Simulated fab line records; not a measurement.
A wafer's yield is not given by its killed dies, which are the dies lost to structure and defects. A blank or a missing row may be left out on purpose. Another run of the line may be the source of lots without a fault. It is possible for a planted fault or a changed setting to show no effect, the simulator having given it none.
A struck lot beside a sound one :: flow gf180mcu :: 16 out of 602 route steps
Sound: these wafers, L434.3, L434.5, L434.6. Struck: wafer L455.5. (L455.1, L455.6 of the same lot were not struck and are left out.) The cause comes at the end.
Per side, at each step with rows, come the tool, then ch with its chambers, and then its first start. Under that, the readings that differ: sound wafers :: struck wafers :: difference of the means :: sigmas: that difference in standard deviations of wafers without a fault.
alike: same words and numbers on both sides, and readings whose means sit less than 2 such deviations apart. not compared: any withheld reading, any reading some wafer has no value for, any bound like >300 that may hide the same value, and any number with overlapping values for which the record gives no deviation.
Wherever a step has rows on one side only, a row that says differs or no value, or a row with sigmas, the two part there. Numbers that don't overlap but have no deviation are shown without sigmas and don't part them. A reading that every wafer of one side lacks parts them only if that side has two wafers or more.

first, 3 steps without rows for these wafers: GF_V2_EXPOSE_11 (exposes mask Via2, target cd 260 nm); GF_V2_PEB_12 (peb time 90 s); GF_V2_DEVELOP_13 (develop time 60 s).
GF_V2_CD_MEAS_14 targets a cd of 260 nm.
  struck on cdSem-02, day 27 09:14; sound on cdSem-01, day 20 05:26
  alike: cdNm
GF_V2_OVL_MEAS_15:
  struck on overlay-01, day 27 09:22; sound on overlay-01, day 20 05:31
  alike: V2_OVL
GF_V2_ETCH_16: etches BARC in N2/H2.
  sound on rieDiel-04 ch 0,1, day 20 05:33; struck on rieDiel-01 ch 2, day 27 09:24
  alike: drypumpMotorCurrentA, oesProductAu, throttleValvePct
GF_V2_ETCH_17: etches SiO2 in C4F8/O2/Ar, stops on TiN, target depth 630 nm.
  sound on rieDiel-04 ch 0,1; struck on rieDiel-01 ch 2
  alike: oesProductAu
GF_V2_STRIP_18: strips in O2/N2.
  sound on plasmaAsher-01 ch 0,1, day 20 05:43; struck on plasmaAsher-04 ch 1, day 27 09:31
reading: drypumpMotorCurrentA (A)
sound: 5.3 6.1 5.2
struck: 6.5
difference: +1.0
sigmas: +2
  alike: heaterPowerW, oesProductAu, platenTempC
  not compared: rfHoursCounterH
then, 2 steps without rows for these wafers: GF_V2_STRIP_19 (strips in post etch residue remover, time 1200 s); GF_V2_CLEAN_20 (cleans in DIW).
GF_V2_SPUTTER_21: material Ti, target thk 15 nm, time 80.02 s.
  struck on pvdSputter-02, day 27 10:06; sound on pvdSputter-02, day 20 06:13
  alike: throttleValvePct
GF_V2_SPUTTER_22: material TiN, target thk 10 nm, time 40 s.
  struck on pvdSputter-02, day 27 10:10; sound on pvdSputter-02, day 20 06:16
  alike: throttleValvePct
GF_V2_CVD_23: deposits W, target thk 350 nm, time 104.94 s.
  sound on cvdW-01 ch 0,1, day 20 06:21; struck on cvdW-01 ch 0, day 27 10:12
reading: model.W_of_V2_CVD_23.thkNm (nm)
sound: 347.4 347.6 347.5
struck: 333.9
difference: -13.6
sigmas: 
  alike: heaterPowerW
GF_V2_RS_MEAS_24: a four-point-probe measurement.
  struck on filmMetro-03, day 27 10:19; sound on filmMetro-03, day 20 06:28
reading: V2_W_RS (ohm/sq)
sound: 0.3290 0.3291 0.3292
struck: 0.3433
difference: +0.0142
sigmas: +5
GF_V2_THK_MEAS_25: measures by xrf.
  struck on filmMetro-03, day 27 10:26; sound on filmMetro-03, day 20 06:34
reading: V2_W_THK (nm)
sound: 349 353 352
struck: 334
difference: -17
sigmas: -3
GF_PASSIVATION_PROBE_99:
  the record has rows for the sound wafers here (prober-01, day 29 00:59) and none for the struck ones

== WHERE THEY PART ==
Last at GF_PASSIVATION_PROBE_99 as far as this record goes, first at GF_V2_STRIP_18.

WHY: whatever the simulator had introduced
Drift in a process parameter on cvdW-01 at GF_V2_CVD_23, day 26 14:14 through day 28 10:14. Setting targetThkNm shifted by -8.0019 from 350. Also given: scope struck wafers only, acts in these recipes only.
